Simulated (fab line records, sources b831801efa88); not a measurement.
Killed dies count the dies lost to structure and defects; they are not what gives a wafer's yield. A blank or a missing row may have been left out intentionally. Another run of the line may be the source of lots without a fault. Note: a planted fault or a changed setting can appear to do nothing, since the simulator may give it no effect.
Matching of chambers / flow gf180mcu / 4 sister chambers for GF_V4_CMP_04 on cmp-01
The step polishes SiO2. 30 wafers are shown with their chamber, then 12 later ones without.

## EACH WAFER AND ITS CHAMBER
wafer=L075.1; chamber=1; motor current A (A)=11.6; time to endpoint s (s)=77; slurry flow ml min=150.4
wafer=L075.5; chamber=1; motor current A (A)=11.9; time to endpoint s (s)=87; slurry flow ml min=149.2
wafer=L075.6; chamber=2; motor current A (A)=14.0; time to endpoint s (s)=74; slurry flow ml min=151.5
wafer=L076.4; chamber=3; motor current A (A)=13.9; time to endpoint s (s)=76; slurry flow ml min=149.9
wafer=L076.5; chamber=2; motor current A (A)=13.5; time to endpoint s (s)=81; slurry flow ml min=150.7
wafer=L076.6; chamber=3; motor current A (A)=13.5; time to endpoint s (s)=74; slurry flow ml min=150.4
wafer=L079.1; chamber=0; motor current A (A)=10.9; time to endpoint s (s)=76; slurry flow ml min=150.0
wafer=L079.2; chamber=2; motor current A (A)=13.2; time to endpoint s (s)=70; slurry flow ml min=150.3
wafer=L079.3; chamber=1; motor current A (A)=11.9; time to endpoint s (s)=79; slurry flow ml min=150.5
wafer=L080.2; chamber=1; motor current A (A)=11.9; time to endpoint s (s)=81; slurry flow ml min=150.3
wafer=L080.4; chamber=2; motor current A (A)=13.7; time to endpoint s (s)=79; slurry flow ml min=149.4
wafer=L080.5; chamber=0; motor current A (A)=12.1; time to endpoint s (s)=89; slurry flow ml min=149.7
wafer=L084.2; chamber=3; motor current A (A)=13.0; time to endpoint s (s)=75; slurry flow ml min=149.6
wafer=L084.3; chamber=0; motor current A (A)=11.6; time to endpoint s (s)=79; slurry flow ml min=149.1
wafer=L084.4; chamber=1; motor current A (A)=11.6; time to endpoint s (s)=86; slurry flow ml min=149.9
wafer=L085.1; chamber=2; motor current A (A)=13.4; time to endpoint s (s)=69; slurry flow ml min=149.9
wafer=L085.2; chamber=3; motor current A (A)=13.9; time to endpoint s (s)=75; slurry flow ml min=150.1
wafer=L085.6; chamber=3; motor current A (A)=13.6; time to endpoint s (s)=68; slurry flow ml min=149.7
wafer=L086.1; chamber=1; motor current A (A)=11.3; time to endpoint s (s)=79; slurry flow ml min=150.4
wafer=L086.3; chamber=0; motor current A (A)=11.9; time to endpoint s (s)=85; slurry flow ml min=149.9
wafer=L086.6; chamber=1; motor current A (A)=12.2; time to endpoint s (s)=87; slurry flow ml min=149.7
wafer=L087.1; chamber=2; motor current A (A)=13.9; time to endpoint s (s)=79; slurry flow ml min=150.3
wafer=L087.2; chamber=1; motor current A (A)=11.9; time to endpoint s (s)=90; slurry flow ml min=149.1
wafer=L087.6; chamber=0; motor current A (A)=10.6; time to endpoint s (s)=96; slurry flow ml min=150.4
wafer=L089.3; chamber=2; motor current A (A)=13.6; time to endpoint s (s)=75; slurry flow ml min=150.9
wafer=L089.4; chamber=1; motor current A (A)=11.8; time to endpoint s (s)=83; slurry flow ml min=149.6
wafer=L089.6; chamber=2; motor current A (A)=13.6; time to endpoint s (s)=80; slurry flow ml min=150.2
wafer=L091.1; chamber=0; motor current A (A)=11.3; time to endpoint s (s)=79; slurry flow ml min=150.8
wafer=L091.4; chamber=1; motor current A (A)=11.9; time to endpoint s (s)=82; slurry flow ml min=149.3
wafer=L091.6; chamber=3; motor current A (A)=12.7; time to endpoint s (s)=76; slurry flow ml min=148.9

SIGNATURES (averages over the wafers above)
reading=motor current A; chamber 0=11.400; chamber 1=11.800; chamber 2=13.613; chamber 3=13.433; scatter within a chamber=0.386
reading=time to endpoint s; chamber 0=84.00; chamber 1=83.10; chamber 2=75.88; chamber 3=74.00; scatter within a chamber=4.97
reading=slurry flow ml min; chamber 0=149.983; chamber 1=149.840; chamber 2=150.400; chamber 3=149.767; scatter within a chamber=0.571
Rule: a wafer's distance from a chamber is the root of the sum, over the readings, of the square of ((its reading less the chamber's mean) divided by the reading's scatter). The wafer belongs to the nearest chamber; if the next one is less than 2 further off, it can't be placed. How the scatter is found: for the shown wafers, subtract from each reading the mean of its chamber, square and add these, divide the total by (wafers less chambers), then take the root.

## WAFERS MISSING THEIR CHAMBER
wafer=L092.1; motor current A (A)=11.8; time to endpoint s (s)=77; slurry flow ml min=150.1
wafer=L092.3; motor current A (A)=12.9; time to endpoint s (s)=69; slurry flow ml min=148.8
wafer=L092.6; motor current A (A)=12.2; time to endpoint s (s)=81; slurry flow ml min=149.4
wafer=L093.2; motor current A (A)=11.5; time to endpoint s (s)=81; slurry flow ml min=150.6
wafer=L093.5; motor current A (A)=13.7; time to endpoint s (s)=77; slurry flow ml min=150.0
wafer=L093.6; motor current A (A)=13.0; time to endpoint s (s)=81; slurry flow ml min=149.1
wafer=L094.2; motor current A (A)=12.3; time to endpoint s (s)=70; slurry flow ml min=150.1
wafer=L094.3; motor current A (A)=12.5; time to endpoint s (s)=75; slurry flow ml min=150.0
wafer=L094.6; motor current A (A)=13.8; time to endpoint s (s)=71; slurry flow ml min=150.4
wafer=L097.1; motor current A (A)=11.9; time to endpoint s (s)=77; slurry flow ml min=149.7
wafer=L097.3; motor current A (A)=11.7; time to endpoint s (s)=80; slurry flow ml min=149.8
wafer=L097.4; motor current A (A)=12.8; time to endpoint s (s)=79; slurry flow ml min=150.0

## EACH ONE'S CHAMBER
wafer=L092.1; from the rows above=can't be placed: 1 or 0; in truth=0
wafer=L092.3; from the rows above=can't be placed: 3 or 2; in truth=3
wafer=L092.6; from the rows above=can't be placed: 1 or 0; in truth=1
wafer=L093.2; from the rows above=can't be placed: 0 or 1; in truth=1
wafer=L093.5; from the rows above=can't be placed: 2 or 3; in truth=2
wafer=L093.6; from the rows above=can't be placed: 3 or 2 or 1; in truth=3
wafer=L094.2; from the rows above=can't be placed: 1 or 3 or 2 or 0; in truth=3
wafer=L094.3; from the rows above=can't be placed: 1 or 3 or 2 or 0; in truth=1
wafer=L094.6; from the rows above=can't be placed: 2 or 3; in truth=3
wafer=L097.1; from the rows above=can't be placed: 1 or 0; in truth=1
wafer=L097.3; from the rows above=can't be placed: 1 or 0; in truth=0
wafer=L097.4; from the rows above=can't be placed: 3 or 2 or 1 or 0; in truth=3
Correct placement for 0 of the 12. These rows do not allow placing 12 (true chamber among the candidates in 12). Number placed wrongly: 0.
